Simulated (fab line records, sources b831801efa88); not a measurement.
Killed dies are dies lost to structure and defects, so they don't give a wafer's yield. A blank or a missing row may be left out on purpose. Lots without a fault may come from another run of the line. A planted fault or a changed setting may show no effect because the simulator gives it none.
fab line records | flow gf180mcu
record lots=15 wafers=45 last_day=34
route steps=602 shown MIM@512 V5@545 TOP_METAL@569
lots that met no fault: from a run of the same line without faults
start_h: hours from the record's first day to the start of the lot's first wafer shown | wait_h: hours since the lot's step before | " the same as in the row above | L1.1+2: a row that stands for several wafers | - no value, or no start given | * or withheld: withheld | < > ~ a bound
route shown NAME@n: a module of which the file shows steps, and the number in the route of the first | usual: mean/standard deviation of fault-free wafers | same: alike in all rows | chamber/n: place in a boat | sites: the reading at each site | _std_site: their standard deviation | _edge_site: outer sites' mean less inner sites' | radius_mm: how far each site lies from the wafer's centre | mask NAME#n: copy n | behind: the tool/chamber that last shaped the wafer | hold: why the lot was held/for how many hours/how that ended | device: the transistor (n, p or np) that didn't switch | end of line: the same wafers' tests at the end of the route | a step without rows: its recipe alone | killed: dies lost to structure and defects at the first sort, not the wafer's yield | map: a wafer's dies, x killed, . not, _ none there
set.NAME: the setting as run; set.NAME@STEP: as run at that earlier step | model.NAME: the simulator's own value behind a step, which no gauge read
steps of the route over a sample of lots; a table a step, a row a wafer
services: from which hour (start_h, from the record's first day; less than 0 if before it) a tool's chamber was out of use, for how many hours, and why
## steps
# step GF_MIM_SPUTTER_09
# recipe material=TiN target_thk_nm=35 power_w=6500 time_s=29.2 chamber_pressure_pa=0.4
# usual cathode_dc_power_W=6500.0/1.2 chamber_pressure_pa=0.4001/0.0008 throttle_valve_pct=30.5/1.3
# columns lot.wafer tool chamber start_h wait_h cathode_dc_power_W chamber_pressure_pa throttle_valve_pct
L856.2 pvd_sputter-04 - 567.16 0.0 6502.4 0.3995 31.2
L856.3 " - " " 6498.6 0.3985 30.0
L856.4 " - " " 6502.4 0.4008 32.1
L859.2 pvd_sputter-04 - 590.22 0.0 6502.3 0.3999 30.3
L859.3 " - " " 6500.6 0.3997 32.2
L859.6 " - " " 6501.7 0.4010 30.3
L861.2 pvd_sputter-02 - 610.66 0.0 6501.6 0.4000 30.6
L861.3 " - " " 6501.6 0.4005 31.2
L861.5 " - " " 6501.7 0.4003 31.1
L862.3 pvd_sputter-04 - 615.19 0.0 6500.5 0.4002 30.2
L862.4 " - " " 6500.5 0.3990 31.1
L862.6 " - " " 6501.9 0.4006 30.5
L863.2 pvd_sputter-04 - 619.03 0.0 6499.4 0.4015 30.2
L863.3 " - " " 6501.1 0.4012 31.3
L863.4 " - " " 6502.2 0.3986 32.1
L864.1 pvd_sputter-01 - 629.76 0.0 6498.9 0.4007 30.6
L864.2 " - " " 6501.4 0.3996 30.5
L864.6 " - " " 6498.1 0.4007 30.6
L866.2 pvd_sputter-02 - 646.71 0.0 6499.7 0.4000 31.4
L866.5 " - " " 6502.2 0.4006 32.2
L866.6 " - " " 6501.1 0.4017 31.1
L867.1 pvd_sputter-04 - 658.36 0.0 6499.3 0.4021 32.3
L867.2 " - " " 6499.9 0.3997 30.3
L867.6 " - " " 6500.6 0.4004 30.1
L868.1 pvd_sputter-01 - 660.15 0.0 6499.2 0.3994 30.6
L868.4 " - " " 6501.1 0.3999 30.8
L868.6 " - " " 6500.3 0.4000 31.0
L869.1 pvd_sputter-04 - 667.76 0.0 6498.9 0.4000 31.2
L869.4 " - " " 6501.4 0.4003 32.6
L869.5 " - " " 6500.5 0.3990 27.6
L871.1 pvd_sputter-02 - 680.80 0.0 6500.1 0.4006 32.3
L871.3 " - " " 6500.8 0.3996 30.7
L871.4 " - " " 6499.5 0.4009 28.8
L870.2 pvd_sputter-01 - 681.10 0.0 6501.0 0.4005 30.6
L870.4 " - " " 6500.1 0.3996 29.7
L870.6 " - " " 6499.6 0.4002 29.5
L875.1 pvd_sputter-01 - 707.98 0.0 6501.1 0.3993 29.5
L875.3 " - " " 6501.0 0.4003 31.1
L875.5 " - " " 6501.4 0.3992 30.5
L876.1 pvd_sputter-04 - 713.93 0.0 6502.0 0.4008 32.1
L876.3 " - " " 6499.2 0.4015 30.2
L876.5 " - " " 6498.1 0.3999 31.1
L879.1 pvd_sputter-01 - 732.19 0.0 6498.6 0.3998 29.3
L879.2 " - " " 6499.0 0.4004 30.6
L879.4 " - " " 6496.6 0.4011 30.8
# step GF_V5_BOW_MEAS_05
# recipe mode=bow
# usual V5_BOW=130/8.5
# columns lot.wafer tool chamber start_h wait_h V5_BOW[um]
L856.2 film_metro-01 - 612.18 0.1 121
L856.3 " - " " 123
L856.4 " - " " 129
L859.2 film_metro-01 - 633.86 0.1 133
L859.3 " - " " 137
L859.6 " - " " 137
L861.2 film_metro-03 - 653.38 0.1 137
L861.3 " - " " 127
L861.5 " - " " 131
L862.3 film_metro-02 - 656.93 0.3 146
L862.4 " - " " 140
L862.6 " - " " 143
L863.2 film_metro-02 - 660.84 0.1 139
L863.3 " - " " 142
L863.4 " - " " 138
L864.1 film_metro-02 - 671.21 0.1 120
L864.2 " - " " 116
L864.6 " - " " 117
L866.2 film_metro-01 - 687.29 0.1 146
L866.5 " - " " 146
L866.6 " - " " 148
L867.1 film_metro-03 - 699.33 0.1 125
L867.2 " - " " 121
L867.6 " - " " 126
L868.1 film_metro-03 - 700.24 0.1 126
L868.4 " - " " 120
L868.6 " - " " 120
L869.1 film_metro-02 - 707.17 0.2 123
L869.4 " - " " 134
L869.5 " - " " 127
L871.1 film_metro-03 - 719.52 0.1 134
L871.3 " - " " 130
L871.4 " - " " 137
L870.2 film_metro-01 - 720.23 0.2 133
L870.4 " - " " 137
L870.6 " - " " 130
L875.1 film_metro-02 - 749.11 0.1 122
L875.3 " - " " 136
L875.5 " - " " 140
L876.1 film_metro-03 - 751.51 0.1 137
L876.3 " - " " 141
L876.5 " - " " 128
L879.1 film_metro-01 - 766.91 0.1 118
L879.2 " - " " 113
L879.4 " - " " 126
# step GF_V5_SPUTTER_22
# recipe material=TiN target_thk_nm=10 chamber_pressure_pa=5 power_w=4000 time_s=40
# usual cathode_dc_power_W=4000.0/0.65 chamber_pressure_pa=5.001/0.01 throttle_valve_pct=30.5/0.72
# columns lot.wafer tool chamber start_h wait_h cathode_dc_power_W chamber_pressure_pa throttle_valve_pct
L856.2 pvd_sputter-01 - 633.64 0.0 4000.3 4.987 31.2
L856.3 " - " " 3998.8 5.004 29.4
L856.4 " - " " 3999.2 5.013 30.6
L859.2 pvd_sputter-01 - 655.21 0.0 3999.8 4.977 30.5
L859.3 " - " " 3999.5 4.996 30.7
L859.6 " - " " 3999.1 4.997 30.9
L861.2 pvd_sputter-01 - 674.53 0.0 3998.9 5.015 29.4
L861.3 " - " " 3999.0 5.004 30.5
L861.5 " - " " 4000.2 5.016 31.2
L862.3 pvd_sputter-01 - 677.60 0.0 4000.2 5.008 29.2
L862.4 " - " " 3999.8 5.006 30.8
L862.6 " - " " 3999.4 5.005 31.0
L863.2 pvd_sputter-03 - 681.52 0.0 4000.1 4.997 29.8
L863.3 " - " " 4001.1 4.984 29.9
L863.4 " - " " 3999.9 5.010 30.6
L864.1 pvd_sputter-01 - 691.33 0.0 4000.4 5.015 30.4
L864.2 " - " " 4000.2 4.987 30.7
L864.6 " - " " 4000.6 5.014 29.3
L866.2 pvd_sputter-01 - 707.22 0.0 4000.6 5.006 30.7
L866.5 " - " " 4000.5 4.998 29.5
L866.6 " - " " 3999.8 5.003 31.0
L867.1 pvd_sputter-03 - 718.04 0.0 4000.3 5.009 29.8
L867.2 " - " " 3999.8 4.987 30.2
L867.6 " - " " 4000.1 4.998 30.1
L868.1 pvd_sputter-03 - 719.94 0.0 - - -
L868.4 " - " " - - -
L868.6 " - " " - - -
L869.1 pvd_sputter-01 - 725.90 0.0 - - -
L869.4 " - " " - - -
L869.5 " - " " - - -
L871.1 pvd_sputter-03 - 737.83 0.0 - - -
L871.3 " - " " - - -
L871.4 " - " " - - -
L870.2 pvd_sputter-03 - 739.26 0.0 4001.1 4.994 31.7
L870.4 " - " " 4000.8 4.989 30.2
L870.6 " - " " 3998.4 4.991 30.0
L875.1 pvd_sputter-03 - 764.78 0.0 3999.7 5.012 29.7
L875.3 " - " " 4000.3 4.997 30.7
L875.5 " - " " 4000.0 5.009 30.5
L876.1 pvd_sputter-01 - 768.87 0.0 4000.9 4.993 30.6
L876.3 " - " " 4000.0 5.020 31.1
L876.5 " - " " 4000.0 5.005 30.4
L879.1 pvd_sputter-01 - 784.13 0.0 4001.1 4.977 30.5
L879.2 " - " " 4000.1 5.012 30.8
L879.4 " - " " 4000.2 5.015 29.4
# step GF_TOP_METAL_SPUTTER_02
# recipe material=AlCu target_thk_nm=900 power_w=10600 chamber_pressure_pa=0.3 substrate_temp_c=250 gas=Ar time_s=47.82
# usual cathode_dc_power_W=10600/1.7 chamber_pressure_pa=0.3000/0.00059 throttle_valve_pct=30.6/1.3
# columns lot.wafer tool chamber start_h wait_h cathode_dc_power_W chamber_pressure_pa throttle_valve_pct
L856.2 pvd_sputter-02 - 634.40 0.0 10598 0.2996 32.3
L856.3 " - " " 10601 0.2996 29.1
L856.4 " - " " 10598 0.3006 29.0
L859.2 pvd_sputter-04 - 655.97 0.0 10601 0.3000 32.2
L859.3 " - " " 10602 0.2998 27.6
L859.6 " - " " 10600 0.2996 32.2
L861.2 pvd_sputter-02 - 675.29 0.0 10602 0.2994 28.8
L861.3 " - " " 10597 0.3006 32.2
L861.5 " - " " 10602 0.3004 31.2
L862.3 pvd_sputter-03 - 678.63 0.0 10602 0.2997 30.0
L862.4 " - " " 10601 0.3001 31.3
L862.6 " - " " 10599 0.3000 31.8
L863.2 pvd_sputter-04 - 682.28 0.0 10600 0.3002 30.3
L863.3 " - " " 10600 0.3002 27.7
L863.4 " - " " 10603 0.3008 30.9
L864.1 pvd_sputter-03 - 692.09 0.0 10600 0.3005 30.1
L864.2 " - " " 10603 0.3005 29.7
L864.6 " - " " 10603 0.2999 31.4
L866.2 pvd_sputter-03 - 707.98 0.0 10602 0.2991 30.6
L866.5 " - " " 10599 0.2996 31.7
L866.6 " - " " 10599 0.3000 30.1
L867.1 pvd_sputter-02 - 718.80 0.0 10603 0.2993 30.7
L867.2 " - " " 10600 0.3010 32.1
L867.6 " - " " 10598 0.2992 30.6
L870.2 pvd_sputter-04 - 740.02 0.0 10597 0.3001 27.8
L870.4 " - " " 10598 0.3003 29.9
L870.6 " - " " 10601 0.3004 32.3
L875.1 pvd_sputter-02 - 765.54 0.0 10600 0.2999 30.7
L875.3 " - " " 10600 0.3006 32.1
L875.5 " - " " 10601 0.3000 29.2
L876.1 pvd_sputter-03 - 769.71 0.0 10599 0.3008 30.7
L876.3 " - " " 10601 0.3002 30.1
L876.5 " - " " 10600 0.3007 30.0
L879.1 pvd_sputter-02 - 784.89 0.0 10599 0.3005 28.9
L879.2 " - " " 10600 0.3011 31.2
L879.4 " - " " 10599 0.2999 30.8
## services
# columns tool chamber start_h hours kind
pvd_sputter-04 - 695.28 1.6 repair
pvd_sputter-01 - 745.49 12.5 repair
pvd_sputter-03 - 749.64 9.4 repair
## key
first_sign step=GF_V5_SPUTTER_22 reading=tool_record direction=missing
effect none on later readings
met_at GF_V5_SPUTTER_22
struck_lots L868,L869,L871
later_rows_left_out L868.1,L868.4,L868.6,L869.1,L869.4,L869.5,L871.1,L871.3,L871.4
sort_left_out L868.1,L868.4,L868.6,L869.1,L869.4,L869.5,L871.1,L871.3,L871.4
not_acting_at GF_MIM_SPUTTER_09,GF_V5_BOW_MEAS_05,GF_TOP_METAL_SPUTTER_02
onset_between 718.04 719.94
fault kind=skipped_step_whole tool=pvd_sputter-01,pvd_sputter-03 chamber=- onset_h=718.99 steps=GF_V5_SPUTTER_22 scope=struck_lots_only
# sort_left_out: the simulated sort isn't trusted on such a fault, so these wafers' sort isn't shown, and their yield isn't known
# later_rows_left_out: the simulator's readings of these wafers behind a module that went badly wrong aren't trusted and aren't shown, but for the sort
